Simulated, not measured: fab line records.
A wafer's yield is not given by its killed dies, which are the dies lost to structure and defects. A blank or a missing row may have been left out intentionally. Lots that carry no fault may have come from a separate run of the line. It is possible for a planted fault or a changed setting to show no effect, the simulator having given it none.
Problem report, 8D (eight disciplines) form, completed by code :: flow gf180mcu :: the parts of the form that need people (team, actions taken, sign-off) are left out

## 1. THE PROBLEM
Wafers free of any fault read 1216 (standard deviation 6.7) for VT_IMPLANT_2_TW at GF_VT_IMPLANT_TW_MEAS_21, against a mean of 920 on 9 wafers of 3 lots. Measured from the usual mean, that is -44 standard deviations.
First observed at day 6 22:56: wafer L994.1, on film metro-02. Wafers with a number at this step in the record: 39, from 13 lots. Rule for "out", or "out of limits": more than 4 standard deviations from the usual mean. Any other wafer with a number is counted as sound.

## 2. WHAT IT IS, AND WHAT IT ISN'T
question: which readings at this step
is: VT_IMPLANT_2_TW
is not: -

question: which lots
is: L994, L997, L998
is not: L103, L106, L107, L108, L109, L110, L112, L113, L114, L992

question: which wafers of those lots
is: all that have a number
is not: -

question: read on which gauges
is: film metro-02
is not: film metro-01, film metro-03

question: when
is: from day 6 22:56
is not: up to then (3 sound wafers); but 27 sound wafers of L103, L106, L107, L108, L109, L110, L112, L113, L114 came after

## 3. WHAT RULES OUT EACH SUSPECT
Counting: a tool at any process step up to the reading remains a suspect when it ran all the lots that are out and ran no sound lot after the first of those.
- the gauge at GF_VT_IMPLANT_TW_MEAS_21: ruled out. All the wafers that are out were read on film metro-02, but those of them that GF_VT_IMPLANT_IMPLANT_19 has rows for are out there too, on other tools.
- implanter-02 at GF_VT_IMPLANT_IMPLANT_19: ruled out as a lasting fault. After its first lot that is out, L994 (day 6 22:41), sound lots L107, L110, L112 ran on it.
Left after counting: nothing in the record.

## 4. THE CAUSE (what the simulator had put in)
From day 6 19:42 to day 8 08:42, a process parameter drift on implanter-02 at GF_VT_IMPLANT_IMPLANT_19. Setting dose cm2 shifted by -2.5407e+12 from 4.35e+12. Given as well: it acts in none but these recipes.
It was ruled out by counting, in error; the rule expects a fault to strike all lots run on its tool from its start on, and this fault did not.

## 5. THE EFFECT CHAIN, in route order
One row per reading whose mean, taken over the struck wafers that have a number, lies over 3 standard deviations from the usual. Only readings whose record carries a usual standard deviation are examined. hours: median over the lots of the time between each lot's start at the first step of this table that gives one and its start at this step. sigmas: the change, counted in usual standard deviations.
hours: 0
step: GF_VT_IMPLANT_IMPLANT_19
reading: dose ions cm2
usual: 4.35e+12
on struck wafers: 1.81e+12
change: -2.54e+12
sigmas: -99 or more

hours: 0
step: GF_VT_IMPLANT_IMPLANT_19
reading: faraday current uA
usual: 24.6
on struck wafers: 10.2
change: -14.4
sigmas: -29

hours: 0
step: GF_VT_IMPLANT_TW_MEAS_21
reading: VT_IMPLANT_2_TW
usual: 1216
on struck wafers: 920
change: -296
sigmas: -44
Process steps it contains:
- GF_VT_IMPLANT_IMPLANT_19
At these later measuring or inspecting steps, every struck wafer for which the step has a row has a number for every such reading, and none has moved that far: GF_POLY_GATE_THK_MEAS_01.

## 6. WHAT WOULD HAVE CAUGHT IT SOONER
3 hours passed between the start of the fault at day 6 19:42 and the first reading out of limits at a measuring or inspecting step in this record, taken at day 6 22:56.
The tool's own readings at GF_VT_IMPLANT_IMPLANT_19 were out on every struck wafer that the step has a row for (dose ions cm2, faraday current uA): an alarm limit on them would have fired on the first of those.
